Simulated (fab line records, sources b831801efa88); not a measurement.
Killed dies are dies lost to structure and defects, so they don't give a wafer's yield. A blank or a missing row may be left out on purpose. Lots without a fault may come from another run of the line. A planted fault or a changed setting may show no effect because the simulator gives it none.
fab line records | flow gf180mcu
record lots=15 wafers=45 last_day=34
route steps=602 shown PSD@256 SAB@270 SALICIDE@281
lots that met no fault: from a run of the same line without faults
start_h: hours from the record's first day to the start of the lot's first wafer shown | wait_h: hours since the lot's step before | " the same as in the row above | L1.1+2: a row that stands for several wafers | - no value, or no start given | * or withheld: withheld | < > ~ a bound
route shown NAME@n: a module of which the file shows steps, and the number in the route of the first | usual: mean/standard deviation of fault-free wafers | same: alike in all rows | chamber/n: place in a boat | sites: the reading at each site | _std_site: their standard deviation | _edge_site: outer sites' mean less inner sites' | radius_mm: how far each site lies from the wafer's centre | mask NAME#n: copy n | behind: the tool/chamber that last shaped the wafer | hold: why the lot was held/for how many hours/how that ended | device: the transistor (n, p or np) that didn't switch | end of line: the same wafers' tests at the end of the route | a step without rows: its recipe alone | killed: dies lost to structure and defects at the first sort, not the wafer's yield | map: a wafer's dies, x killed, . not, _ none there
set.NAME: the setting as run; set.NAME@STEP: as run at that earlier step | model.NAME: the simulator's own value behind a step, which no gauge read
steps of the route over a sample of lots; a table a step, a row a wafer
services: from which hour (start_h, from the record's first day; less than 0 if before it) a tool's chamber was out of use, for how many hours, and why
## steps
# step GF_PSD_OVL_MEAS_08
# usual PSD_OVL=0.0/1.2
# columns lot.wafer tool chamber start_h wait_h PSD_OVL[nm]
L154.1 overlay-01 - 312.32 0.1 1.1
L154.5 " - " " -1.4
L154.6 " - " " 0.5
L156.1 overlay-01 - 335.25 0.1 -0.5
L156.2 " - " " 0.8
L156.5 " - " " 0.6
L158.1 overlay-01 - 348.57 0.1 1.4
L158.4 " - " " 1.5
L158.5 " - " " 1.2
L159.1 overlay-01 - 353.22 0.1 -0.2
L159.4 " - " " -0.6
L159.6 " - " " 0.0
L160.3 overlay-02 - 367.76 0.1 -2.3
L160.4 " - " " -1.6
L160.6 " - " " -3.3
L161.2 overlay-02 - 374.86 0.1 0.6
L161.3 " - " " 0.6
L161.5 " - " " -1.4
L168.2 overlay-01 - 441.26 0.1 -1.4
L168.4 " - " " 1.2
L168.5 " - " " 0.8
L169.1 overlay-02 - 447.85 0.1 -0.3
L169.3 " - " " 0.9
L169.5 " - " " 1.0
L170.3 overlay-01 - 453.01 0.1 -0.8
L170.5 " - " " -0.8
L170.6 " - " " -0.3
L171.3 overlay-02 - 466.11 0.1 0.8
L171.5 " - " " 1.7
L171.6 " - " " 1.0
L172.1 overlay-01 - 473.97 0.1 -1.4
L172.2 " - " " 0.0
L172.4 " - " " 0.1
L174.1 overlay-01 - 485.82 0.1 2.0
L174.2 " - " " 0.9
L174.6 " - " " 1.0
L175.1 overlay-02 - 497.67 0.1 -1.4
L175.3 " - " " -2.1
L175.6 " - " " -0.1
L176.1 overlay-02 - 505.46 0.1 0.7
L176.4 " - " " -1.1
L176.5 " - " " -1.0
L177.1 overlay-02 - 512.67 0.1 -0.2
L177.3 " - " " -0.1
L177.5 " - " " -1.8
# step GF_SAB_EXPOSE_06
# recipe mask_id=SAB target_cd_nm=420 na=0.6 source_shape=conventional sigma_outer=0.6 dose_mj=140
# usual exposure_dose_mJ_cm2=140.01/0.13 focus_offset_nm=0.0/0.58
# columns lot.wafer tool chamber start_h wait_h mask exposure_dose_mJ_cm2 focus_offset_nm
L154.1 iline_stepper-01 0 323.72 - SAB#0 139.96 0.0
L154.5 " 0 " " SAB#0 140.04 -0.2
L154.6 " 0 " " SAB#0 139.85 0.1
L156.1 iline_stepper-02 0 347.31 - SAB#0 139.89 1.0
L156.2 " 0 " " SAB#0 140.19 -0.7
L156.5 " 0 " " SAB#0 140.20 0.1
L158.1 iline_stepper-01 0 359.84 - SAB#0 140.07 0.1
L158.4 " 0 " " SAB#0 140.10 0.0
L158.5 " 0 " " SAB#0 139.85 0.5
L159.1 iline_stepper-01 - 364.85 - SAB#0 - -
L159.4 " - " " SAB#0 - -
L159.6 " - " " SAB#0 - -
L160.3 iline_stepper-02 - 379.66 - SAB#0 - -
L160.4 " - " " SAB#0 - -
L160.6 " - " " SAB#0 - -
L161.2 iline_stepper-01 - 386.74 - SAB#0 - -
L161.3 " - " " SAB#0 - -
L161.5 " - " " SAB#0 - -
L168.2 iline_stepper-02 0 453.56 - SAB#0 139.89 -0.1
L168.4 " 0 " " SAB#0 140.07 0.8
L168.5 " 0 " " SAB#0 139.92 -0.2
L169.1 iline_stepper-01 0 459.56 - SAB#0 139.93 -0.4
L169.3 " 0 " " SAB#0 139.76 -0.7
L169.5 " 0 " " SAB#0 139.84 -1.2
L170.3 iline_stepper-01 0 465.88 - SAB#0 139.94 1.1
L170.5 " 0 " " SAB#0 140.14 0.3
L170.6 " 0 " " SAB#0 139.88 0.0
L171.3 iline_stepper-01 0 478.97 - SAB#0 139.70 -0.7
L171.5 " 0 " " SAB#0 140.14 -0.6
L171.6 " 0 " " SAB#0 140.33 0.2
L172.1 iline_stepper-02 0 487.06 - SAB#0 139.99 -0.5
L172.2 " 0 " " SAB#0 139.97 -0.9
L172.4 " 0 " " SAB#0 139.98 -0.2
L174.1 iline_stepper-01 0 499.07 - SAB#0 139.57 0.8
L174.2 " 0 " " SAB#0 139.96 -0.5
L174.6 " 0 " " SAB#0 139.86 -0.4
L175.1 iline_stepper-01 0 509.54 - SAB#0 140.02 0.7
L175.3 " 0 " " SAB#0 140.10 0.5
L175.6 " 0 " " SAB#0 140.10 -0.6
L176.1 iline_stepper-01 0 518.04 - SAB#0 140.06 0.8
L176.4 " 0 " " SAB#0 139.88 0.5
L176.5 " 0 " " SAB#0 140.06 0.1
L177.1 iline_stepper-01 0 525.08 - SAB#0 139.95 0.0
L177.3 " 0 " " SAB#0 139.97 0.3
L177.5 " 0 " " SAB#0 139.89 -0.9
# step GF_SALICIDE_SPUTTER_03
# recipe material=TiN target_thk_nm=20 power_w=6500 time_s=16.7 chamber_pressure_pa=0.4
# usual throttle_valve_pct=29.7/1
# columns lot.wafer tool chamber start_h wait_h throttle_valve_pct
L154.1 pvd_sputter-04 - 334.75 0.0 30.4
L154.5 " - " " 28.5
L154.6 " - " " 28.9
L156.1 pvd_sputter-04 - 357.86 0.0 28.8
L156.2 " - " " 28.8
L156.5 " - " " 30.6
L158.1 pvd_sputter-03 - 370.89 0.0 30.1
L158.4 " - " " 29.1
L158.5 " - " " 29.1
L168.2 pvd_sputter-01 - 465.87 0.0 31.3
L168.4 " - " " 30.1
L168.5 " - " " 30.2
L169.1 pvd_sputter-03 - 472.02 0.0 32.1
L169.3 " - " " 29.1
L169.5 " - " " 29.7
L170.3 pvd_sputter-01 - 478.50 0.0 29.6
L170.5 " - " " 30.1
L170.6 " - " " 30.3
L171.3 pvd_sputter-04 - 491.01 0.0 28.5
L171.5 " - " " 28.6
L171.6 " - " " 28.7
L172.1 pvd_sputter-03 - 499.35 0.0 29.9
L172.2 " - " " 29.1
L172.4 " - " " 29.7
L174.1 pvd_sputter-01 - 510.65 0.0 30.3
L174.2 " - " " 31.3
L174.6 " - " " 29.8
L175.1 pvd_sputter-01 - 521.80 0.0 29.5
L175.3 " - " " 31.2
L175.6 " - " " 29.5
L176.1 pvd_sputter-04 - 530.21 0.0 28.5
L176.4 " - " " 30.2
L176.5 " - " " 28.6
L177.1 pvd_sputter-04 - 536.92 0.0 30.6
L177.3 " - " " 28.5
L177.5 " - " " 29.0
# step GF_SALICIDE_RS_MEAS_04
# recipe thk_meas_gauge=four-point-probe reads=TiN_of_SALICIDE_SPUTTER_03+Co_of_SALICIDE_SPUTTER_02
# usual SALICIDE_TIN_RS=16.4/0.38
# columns lot.wafer tool chamber start_h wait_h SALICIDE_TIN_RS[ohm/sq]
L154.1 film_metro-03 - 334.78 0.0 16.1
L154.5 " - " " 16.5
L154.6 " - " " 16.7
L156.1 film_metro-03 - 357.88 0.0 16.7
L156.2 " - " " 16.5
L156.5 " - " " 16.5
L158.1 film_metro-03 - 370.92 0.0 16.0
L158.4 " - " " 16.3
L158.5 " - " " 16.6
L168.2 film_metro-03 - 465.91 0.0 16.1
L168.4 " - " " 16.5
L168.5 " - " " 16.8
L169.1 film_metro-03 - 472.04 0.0 16.5
L169.3 " - " " 16.6
L169.5 " - " " 16.6
L170.3 film_metro-01 - 478.57 0.1 15.9
L170.5 " - " " 16.6
L170.6 " - " " 16.1
L171.3 film_metro-01 - 491.08 0.1 16.5
L171.5 " - " " 16.5
L171.6 " - " " 16.2
L172.1 film_metro-03 - 499.38 0.0 15.6
L172.2 " - " " 15.8
L172.4 " - " " 15.9
L174.1 film_metro-03 - 510.68 0.0 16.4
L174.2 " - " " 15.6
L174.6 " - " " 16.2
L175.1 film_metro-01 - 521.83 0.0 16.1
L175.3 " - " " 16.0
L175.6 " - " " 15.9
L176.1 film_metro-03 - 530.23 0.0 16.4
L176.4 " - " " 16.5
L176.5 " - " " 16.7
L177.1 film_metro-01 - 536.94 0.0 16.9
L177.3 " - " " 16.7
L177.5 " - " " 16.6
## services
# columns tool chamber start_h hours kind
pvd_sputter-03 - 306.67 3.6 repair
pvd_sputter-04 - 311.08 7.6 repair
pvd_sputter-03 - 340.29 3.8 repair
iline_stepper-01 - 402.47 2.1 pm
iline_stepper-01 - 404.55 - consumable_replace:lamp
pvd_sputter-01 - 442.92 7.8 repair
iline_stepper-02 - 470.61 1.7 pm
pvd_sputter-03 - 473.41 0.6 repair
iline_stepper-01 - 482.27 1.7 pm
iline_stepper-01 - 484.77 9.7 repair
pvd_sputter-01 - 505.20 2.9 repair
pvd_sputter-01 - 535.17 1.9 repair
## key
first_sign step=GF_SAB_EXPOSE_06 reading=tool_record direction=missing
effect none on later readings
met_at GF_SAB_EXPOSE_06
struck_lots L159,L160,L161
later_rows_left_out L159.1,L159.4,L159.6,L160.3,L160.4,L160.6,L161.2,L161.3,L161.5
sort_left_out L159.1,L159.4,L159.6,L160.3,L160.4,L160.6,L161.2,L161.3,L161.5
tester_left_out L159,L160,L161
not_acting_at GF_PSD_OVL_MEAS_08,GF_SALICIDE_SPUTTER_03,GF_SALICIDE_RS_MEAS_04
onset_between 359.84 364.85
fault kind=skipped_step_whole tool=iline_stepper-01,iline_stepper-02 chamber=- onset_h=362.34 steps=GF_SAB_EXPOSE_06 scope=struck_lots_only
# tester_left_out: of these lots the tester's yield and bins aren't shown, on N5 and GAA mostly nor the transistor test; their killed dies are dies lost to structure and defects alone, not to doping, threshold or leakage, so they don't give the yield
# sort_left_out: the simulated sort isn't trusted on such a fault, so these wafers' sort isn't shown, and their yield isn't known
# later_rows_left_out: the simulator's readings of these wafers behind a module that went badly wrong aren't trusted and aren't shown, but for the sort
